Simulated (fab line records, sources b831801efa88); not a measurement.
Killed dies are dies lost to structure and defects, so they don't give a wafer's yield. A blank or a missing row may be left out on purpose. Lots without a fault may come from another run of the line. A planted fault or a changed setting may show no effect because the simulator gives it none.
Which tool did it? | flow gf180mcu | 11 lots, 33 wafers sampled, at 5 steps of a route of 602

WHAT THE GAUGES READ, wafer by wafer
GF_VT_IMPLANT_OVL_MEAS_07. Usual: VT_IMPLANT_OVL 0.3 nm, standard deviation 1.3.
lot  | measured     | on         | VT_IMPLANT_OVL (nm) | flag
L682 | day 5 15:25  | overlay-02 | 2.7 -0.4 0.8        |
L683 | day 5 21:19  | overlay-01 | -1.7 -0.6 -2.2      |
L686 | day 6 14:58  | overlay-01 | 1.8 1.0 1.9         |
L687 | day 6 22:13  | overlay-02 | - - -               | OFF
L691 | day 7 23:16  | overlay-01 | 1.8 2.3 0.0         |
L697 | day 9 13:33  | overlay-02 | 1.0 -2.1 -1.0       |
L698 | day 9 20:46  | overlay-02 | -0.2 -0.3 0.7       |
L700 | day 10 04:24 | overlay-02 | -0.1 1.0 -0.7       |
L702 | day 10 21:00 | overlay-01 | 0.4 0.4 -0.7        |
L703 | day 10 23:04 | overlay-02 | -0.4 -0.7 1.0       |
L704 | day 11 05:52 | overlay-02 | -0.4 0.2 -0.5       |

GF_VT_IMPLANT_TW_MEAS_10. Usual: VT_IMPLANT_TW 561.7, standard deviation 2.3.
lot  | measured     | on            | VT_IMPLANT_TW                 | flag
L682 | day 5 15:44  | film_metro-02 | 561.4 561.5 558.3             |
L683 | day 5 21:37  | film_metro-04 | 560.1 560.2 560.0             |
L686 | day 6 15:15  | film_metro-04 | 560.8 564.3 561.4             |
L687 | day 6 22:30  | film_metro-02 | 29.9 29.8 30.1 29.9 30.0 29.9 | OFF
L691 | day 7 23:33  | film_metro-02 | 563.2 561.0 562.4             |
L697 | day 9 13:50  | film_metro-01 | 559.8 559.5 557.4             |
L698 | day 9 21:04  | film_metro-04 | 564.0 560.6 563.4             |
L700 | day 10 04:41 | film_metro-01 | 558.3 561.1 554.1             |
L702 | day 10 21:17 | film_metro-04 | 561.1 567.0 562.1             |
L703 | day 10 23:22 | film_metro-02 | 564.1 560.4 562.4             |
L704 | day 11 06:10 | film_metro-02 | 559.3 558.6 559.7             |

GF_VT_IMPLANT_OVL_MEAS_18. Usual: VT_IMPLANT_01_OVL -0.3 nm, standard deviation 1.2.
lot  | measured     | on         | VT_IMPLANT_01_OVL (nm) | flag
L682 | day 6 05:38  | overlay-02 | -2.5 1.5 -1.8          |
L683 | day 6 12:46  | overlay-01 | -1.5 -1.2 0.0          |
L686 | day 7 06:52  | overlay-02 | -2.3 -1.8 -1.6         |
L691 | day 8 15:19  | overlay-01 | -1.9 -0.1 -0.3         |
L697 | day 10 07:19 | overlay-01 | -0.5 1.0 -0.4          |
L698 | day 10 14:28 | overlay-01 | -1.1 -0.8 0.3          |
L700 | day 10 22:25 | overlay-01 | 0.1 1.0 2.0            |
L702 | day 11 16:01 | overlay-01 | 0.0 -0.6 -2.2          |
L703 | day 11 17:43 | overlay-02 | 0.5 -1.3 -1.8          |
L704 | day 12 01:01 | overlay-01 | 0.7 0.7 0.5            |

WHICH TOOL RAN EACH LOT (tool, then ch and the chambers of the sampled wafers, then the start)
lot  | GF_MVPSD_STRIP_10                    | GF_VT_IMPLANT_EXPOSE_04
L682 | plasma_asher-03 ch 0,1, day 5 00:55  | iline_stepper-02 ch 0, day 5 08:16
L683 | plasma_asher-01 ch 0,1, day 5 06:25  | iline_stepper-02 ch 0, day 5 14:02
L686 | plasma_asher-02 ch 0,1, day 5 23:41  | iline_stepper-02 ch 0, day 6 07:59
L687 | plasma_asher-01 ch 0,1, day 6 07:50  | iline_stepper-02 ch 0, day 6 15:10
L691 | plasma_asher-03 ch 0,1, day 7 07:14  | iline_stepper-01 ch 0, day 7 15:34
L697 | plasma_asher-01 ch 0,1, day 8 20:41  | iline_stepper-02 ch 0, day 9 05:18
L698 | plasma_asher-01 ch 0,1, day 9 03:56  | iline_stepper-02 ch 0, day 9 12:52
L700 | plasma_asher-01 ch 1, day 9 10:59    | iline_stepper-01 ch 0, day 9 19:52
L702 | plasma_asher-02 ch 0,1, day 10 02:53 | iline_stepper-01 ch 0, day 10 11:45
L703 | plasma_asher-01 ch 0, day 10 05:05   | iline_stepper-01 ch 0, day 10 13:52
L704 | plasma_asher-01 ch 0,1, day 10 11:32 | iline_stepper-02 ch 0, day 10 20:55
- GF_MVPSD_STRIP_10: strips in O2/N2.
- GF_VT_IMPLANT_EXPOSE_04: exposes mask LVPWELL LV AREA, target cd 600 nm.

WHAT THE TOOLS THEMSELVES READ (means of the sampled wafers that have a number; where no wafer has one, the mark that the record gives instead)
GF_MVPSD_STRIP_10. Usual: drypump_motor_current_A 5.9 A, standard deviation 0.49; heater_power_w 329 W, standard deviation 31; oes_product_au 0.723 a.u., standard deviation 0.005; platen_temp_c 249.97 C, standard deviation 0.2; strip_time_to_endpoint_s 36.99 s, standard deviation 0.11.
lot  | tool            | drypump_motor_current_A (A) | heater_power_w (W) | oes_product_au (a.u.) | platen_temp_c (C) | strip_time_to_endpoint_s (s) | flag
L682 | plasma_asher-03 | 5.9                         | 294                | 0.722                 | 250.34            | 37.06                        |
L683 | plasma_asher-01 | 5.8                         | 347                | 0.719                 | 250.09            | 36.92                        |
L686 | plasma_asher-02 | 5.8                         | 352                | 0.720                 | 249.78            | 36.84                        |
L687 | plasma_asher-01 | 6.2                         | 333                | 0.725                 | 250.02            | 36.92                        |
L691 | plasma_asher-03 | 6.0                         | 289                | 0.722                 | 249.88            | 36.94                        |
L697 | plasma_asher-01 | 6.2                         | 326                | 0.724                 | 249.94            | 37.05                        |
L698 | plasma_asher-01 | 6.2                         | 326                | 0.719                 | 249.88            | 36.98                        |
L700 | plasma_asher-01 | 6.6                         | 305                | 0.724                 | 250.00            | 36.87                        |
L702 | plasma_asher-02 | 5.8                         | 354                | 0.719                 | 249.85            | 36.91                        |
L703 | plasma_asher-01 | 5.5                         | 369                | 0.719                 | 249.77            | 37.16                        |
L704 | plasma_asher-01 | 6.2                         | 325                | 0.724                 | 249.84            | 37.04                        |

THE ANSWER, worked out from the rows above alone
Rule: a lot is off if the mean of its wafers that have a number lies more than 3 standard deviations from the usual mean. A lot without any number at a reading at which 4 lots or more have one is off too. The other lots that the step has rows for count as sound. The gauges are gone through in route order, then the tools' own readings, and for those a lot's mean is taken as printed above. The first step at which some lot is off is used, and at that step the reading that is off furthest; a lot without a number counts as furthest.
Off: L687, at GF_VT_IMPLANT_OVL_MEAS_07 (VT_IMPLANT_OVL). Without a number there: L687.
A tool fits if, at a process step before that reading, it ran every lot that is off, and no sound lot after the first of them. The gauges at GF_VT_IMPLANT_OVL_MEAS_07 aren't tried: what is off there is off at GF_VT_IMPLANT_TW_MEAS_10 too, on other tools, and a gauge's error can't cause that. None of those tried fits.

WHAT THE SIMULATOR HAD PUT IN
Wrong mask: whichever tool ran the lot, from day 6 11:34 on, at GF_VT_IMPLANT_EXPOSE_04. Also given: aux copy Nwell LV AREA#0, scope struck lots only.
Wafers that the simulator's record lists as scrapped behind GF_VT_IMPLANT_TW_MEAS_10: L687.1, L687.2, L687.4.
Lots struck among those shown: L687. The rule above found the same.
